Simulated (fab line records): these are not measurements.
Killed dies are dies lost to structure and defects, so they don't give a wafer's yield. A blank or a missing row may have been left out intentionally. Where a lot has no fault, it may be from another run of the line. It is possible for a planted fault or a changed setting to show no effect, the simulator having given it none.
Lot-split experiment :: flow gf180mcu :: route with 602 steps; 5 lots, 23 wafers read

ON THE SPLIT
At GF_M1_COAT_09 (resist thk 1000 nm), the setting resist-thk-nm was moved away from the recipe's 1000 nm on 6 of the 23 wafers read, by -5.4% to -1.9%. All remaining wafers had this setting at the recipe value.

FROM THE SPLIT TO THE READING: what the file shows between them, 3 steps
- GF_M1_SOFTBAKE_10: time 60 s (also split here: time-s)
- GF_M1_EXPOSE_11: exposes mask Metal1, target cd 230 nm
- GF_M1_PEB_12: peb time 90 s

THE READING
KrF_of_M1_COAT_09.thk-nm (the simulator's own value, which no gauge read), in nm, at GF_M1_METAL_ETCH_16 (etches the open film in Cl2/BCl3, stops on SiO2, target depth 627.5 nm, time 104.6 s). No usual value for it is given in the file. Average 734.1 nm, standard deviation 3.5 nm, over the 17 wafers here run with the recipe.

wafer: L077.1
tool, chamber at the split: litho-track-02, 0
resist-thk-nm as run, nm: 975.7
against the recipe: -2.4%
KrF_of_M1_COAT_09.thk-nm, nm: 705.2
against lot-mates on the recipe: -29.3

wafer: L077.3
tool, chamber at the split: litho-track-02, 0
resist-thk-nm as run, nm: 1000
against the recipe: recipe
KrF_of_M1_COAT_09.thk-nm, nm: 733.3
against lot-mates on the recipe: -

wafer: L077.4
tool, chamber at the split: litho-track-02, 0
resist-thk-nm as run, nm: 1000
against the recipe: recipe
KrF_of_M1_COAT_09.thk-nm, nm: 735.4
against lot-mates on the recipe: -

wafer: L077.5
tool, chamber at the split: litho-track-02, 0
resist-thk-nm as run, nm: 975.7
against the recipe: -2.4%
KrF_of_M1_COAT_09.thk-nm, nm: 701.7
against lot-mates on the recipe: -32.8

wafer: L077.6
tool, chamber at the split: litho-track-02, 0
resist-thk-nm as run, nm: 1000
against the recipe: recipe
KrF_of_M1_COAT_09.thk-nm, nm: 734.7
against lot-mates on the recipe: -

wafer: L078.1
tool, chamber at the split: litho-track-03, 0
resist-thk-nm as run, nm: 1000
against the recipe: recipe
KrF_of_M1_COAT_09.thk-nm, nm: 733.3
against lot-mates on the recipe: -

wafer: L078.3
tool, chamber at the split: litho-track-03, 0
resist-thk-nm as run, nm: 1000
against the recipe: recipe
KrF_of_M1_COAT_09.thk-nm, nm: 737.6
against lot-mates on the recipe: -

wafer: L078.4
tool, chamber at the split: litho-track-03, 0
resist-thk-nm as run, nm: 1000
against the recipe: recipe
KrF_of_M1_COAT_09.thk-nm, nm: 740.3
against lot-mates on the recipe: -

wafer: L078.5
tool, chamber at the split: litho-track-03, 0
resist-thk-nm as run, nm: 1000
against the recipe: recipe
KrF_of_M1_COAT_09.thk-nm, nm: 737.3
against lot-mates on the recipe: -

wafer: L078.6
tool, chamber at the split: litho-track-03, 0
resist-thk-nm as run, nm: 1000
against the recipe: recipe
KrF_of_M1_COAT_09.thk-nm, nm: 741.9
against lot-mates on the recipe: -

wafer: L080.2
tool, chamber at the split: litho-track-02, 0
resist-thk-nm as run, nm: 1000
against the recipe: recipe
KrF_of_M1_COAT_09.thk-nm, nm: 730.7
against lot-mates on the recipe: -

wafer: L080.4
tool, chamber at the split: litho-track-02, 0
resist-thk-nm as run, nm: 1000
against the recipe: recipe
KrF_of_M1_COAT_09.thk-nm, nm: 730.7
against lot-mates on the recipe: -

wafer: L080.3
tool, chamber at the split: litho-track-02, 0
resist-thk-nm as run, nm: 1000
against the recipe: recipe
KrF_of_M1_COAT_09.thk-nm, nm: 729.2
against lot-mates on the recipe: -

wafer: L082.1
tool, chamber at the split: litho-track-03, 0
resist-thk-nm as run, nm: 945.6
against the recipe: -5.4%
KrF_of_M1_COAT_09.thk-nm, nm: 678.5
against lot-mates on the recipe: -53.9

wafer: L082.2
tool, chamber at the split: litho-track-03, 0
resist-thk-nm as run, nm: 945.6
against the recipe: -5.4%
KrF_of_M1_COAT_09.thk-nm, nm: 681
against lot-mates on the recipe: -51.4

wafer: L082.3
tool, chamber at the split: litho-track-03, 0
resist-thk-nm as run, nm: 1000
against the recipe: recipe
KrF_of_M1_COAT_09.thk-nm, nm: 733.2
against lot-mates on the recipe: -

wafer: L082.4
tool, chamber at the split: litho-track-03, 0
resist-thk-nm as run, nm: 1000
against the recipe: recipe
KrF_of_M1_COAT_09.thk-nm, nm: 728.9
against lot-mates on the recipe: -

wafer: L082.6
tool, chamber at the split: litho-track-03, 0
resist-thk-nm as run, nm: 1000
against the recipe: recipe
KrF_of_M1_COAT_09.thk-nm, nm: 735.2
against lot-mates on the recipe: -

wafer: L083.1
tool, chamber at the split: litho-track-02, 0
resist-thk-nm as run, nm: 1000
against the recipe: recipe
KrF_of_M1_COAT_09.thk-nm, nm: 732.8
against lot-mates on the recipe: -

wafer: L083.2
tool, chamber at the split: litho-track-02, 0
resist-thk-nm as run, nm: 1000
against the recipe: recipe
KrF_of_M1_COAT_09.thk-nm, nm: 734.1
against lot-mates on the recipe: -

wafer: L083.3
tool, chamber at the split: litho-track-02, 0
resist-thk-nm as run, nm: 981.2
against the recipe: -1.9%
KrF_of_M1_COAT_09.thk-nm, nm: 710.5
against lot-mates on the recipe: -22.3

wafer: L083.4
tool, chamber at the split: litho-track-02, 0
resist-thk-nm as run, nm: 1000
against the recipe: recipe
KrF_of_M1_COAT_09.thk-nm, nm: 731.4
against lot-mates on the recipe: -

wafer: L083.5
tool, chamber at the split: litho-track-02, 0
resist-thk-nm as run, nm: 981.2
against the recipe: -1.9%
KrF_of_M1_COAT_09.thk-nm, nm: 713.2
against lot-mates on the recipe: -19.6

FIT RESULTS
A straight line over all 23 wafers: KrF_of_M1_COAT_09.thk-nm changes by +10.4 nm for each +1% of resist-thk-nm; r = +0.98; the points scatter about the line by 3.8 nm.
The same after taking each lot's own level away (the mean of its wafers on the recipe; 23 wafers): +10.2 nm for each +1%; r = +0.99; scatter 2.9 nm.
On that fit, the largest move of resist-thk-nm shifts the reading by 55 nm.
Measured against the standard deviation above, the lots' own levels, which go from 730.20 to 738.08 nm, span 2.2 times it.
Consequently the slope shifts little with the lot-to-lot level, the two slopes agreeing.
Check: with one of the wafers moved furthest among these (-5.4%) left out of the fit, the line predicts -56.9 nm for it against its lot-mates. Against them it came out at -53.9 nm.

OTHER SPLITS ON THESE WAFERS
Note: prior to the reading, these wafers also went through further splits. Each is held against what the fit with the lots' levels taken away leaves over:
other split on the same wafers: GF_HV_LDD_IMPLANT_48 energy-kev
wafers away from the commonest value: 6
r with KrF_of_M1_COAT_09.thk-nm (lot level and that fit taken away): -0.34

other split on the same wafers: GF_M1_SOFTBAKE_10 time-s
wafers away from the commonest value: 9
r with KrF_of_M1_COAT_09.thk-nm (lot level and that fit taken away): -0.44

THE WHOLE CHAIN: every reading that the file lists as answering this split, in the file's order
step: GF_M1_COAT_09
what it does: resist thk 1000 nm
reading: KrF_of_M1_COAT_09.thk-nm (the simulator's own value, which no gauge read)
change (the file's fit): +9.58 nm for each +1% of the setting
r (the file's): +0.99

step: GF_M1_METAL_ETCH_16
what it does: etches the open film in Cl2/BCl3, stops on SiO2, target depth 627.5 nm, time 104.6 s
reading: KrF_of_M1_COAT_09.thk-nm (the simulator's own value, which no gauge read)
change (the file's fit): +10.3 nm for each +1% of the setting
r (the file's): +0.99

step: GF_M1_STRIP_17
what it does: strips in O2/N2
reading: strip-time-to-endpoint-s
change (the file's fit): withheld for each +1% of the setting
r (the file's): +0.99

FILE'S OWN FIT
KrF_of_M1_COAT_09.thk-nm changes by +10.3 nm for each +1% of resist-thk-nm, r = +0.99.
